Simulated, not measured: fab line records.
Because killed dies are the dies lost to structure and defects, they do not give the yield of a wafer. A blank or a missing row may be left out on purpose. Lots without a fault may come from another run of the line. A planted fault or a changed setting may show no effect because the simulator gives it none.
8D (eight disciplines) problem report, filled in by code ; flow gf180mcu ; the parts of the form that need people (team, actions taken, sign-off) are left out
Where a reading is given only as a bound, like >300, the bound stands for it, and a mean or a difference that rests on one is marked > or <: the true number lies beyond.

## 1. WHAT IS WRONG
Wafers free of any fault read 0.0695 ohm/sq (standard deviation 0.00092) for M3_ALCU_RS at GF_M3_RS_MEAS_05, against a mean of 7.1817 ohm/sq on 9 wafers of 3 lots. That is +99 or more standard deviations from the usual mean.
The step: measures by four-point-probe.
First observed at day 25 17:50: wafer L607.1, on film_metro-01. The record holds 45 wafers of 15 lots with a number at this step. By rule, "out" or "out of limits" means more than 4 standard deviations away from the usual mean. The rest of the wafers with a number are treated as sound.

## 2. WHAT IT IS AND WHAT IT IS NOT
question;is;is not
which readings at this step;M3_ALCU_RS;-
which lots;L607, L608, L609;L592, L593, L594, L595, L596, L598, L600, L602, L606, L612, L613, L614
which wafers of those lots;all that have a number;-
read on which gauges;film_metro-01;film_metro-02, film_metro-04
when;from day 25 17:50;"up to then (27 sound wafers); but 9 sound wafers of L612, L613, L614 came after"

## 3. SUSPECTS, AND WHAT RULES EACH OUT
Counting: any tool at a process step up to the reading is kept as a suspect provided that every lot that is out went through it and no sound lot did after the first of them.
- the gauge at GF_M3_RS_MEAS_05: kept. All the wafers that are out were read on film_metro-01, and no step on other tools shows them out.
- pvd_sputter-02 at GF_M3_SPUTTER_02 (material AlCu, target thk 450 nm, time 23.9 s): ruled out as a lasting fault. Following L607 (day 25 17:45), the first lot on it that is out, the sound lots L612, L613, L614 were run on it.
Left after counting: film_metro-01 at GF_M3_RS_MEAS_05.

## 4. THE CAUSE (what the simulator had put in)
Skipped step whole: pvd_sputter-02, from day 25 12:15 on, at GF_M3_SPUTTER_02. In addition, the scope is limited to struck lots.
Counting ruled it out, wrongly: the rule takes a fault to strike every lot that its tool runs from its start on, and this one did not.

## 5. THE EFFECT CHAIN, in route order
Each row: a reading where the mean over the struck wafers with a number is more than 3 standard deviations away from the usual. Scope: only readings with a usual standard deviation given in the record; hours: median across lots of the time from each lot's start at the first step in this table that gives one to its start at this step; sigmas: change in usual standard deviations.
hours;step;reading;usual;on struck wafers;change;sigmas
0;GF_M3_RS_MEAS_05;M3_ALCU_RS;0.0695 ohm/sq;7.1817;+7.1122;+99 or more
0;GF_M3_THK_MEAS_06;M3_ALCU_THK;447 nm;<0;<-447;<-72
Readings that are blank on the struck wafers while sound wafers have them: cathode_dc_power_W at GF_M3_SPUTTER_02; chamber_pressure_pa at GF_M3_SPUTTER_02; throttle_valve_pct at GF_M3_SPUTTER_02.

## 6. HOW IT WOULD HAVE BEEN CAUGHT EARLIER
In this record the first reading out of limits at a measuring or inspecting step was taken at day 25 17:50, 6 hours after the fault began at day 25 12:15.
At GF_M3_SPUTTER_02 the tool's readings are blank on the struck wafers, where sound wafers have them: an empty tool record is the first sign, and it was there at once.
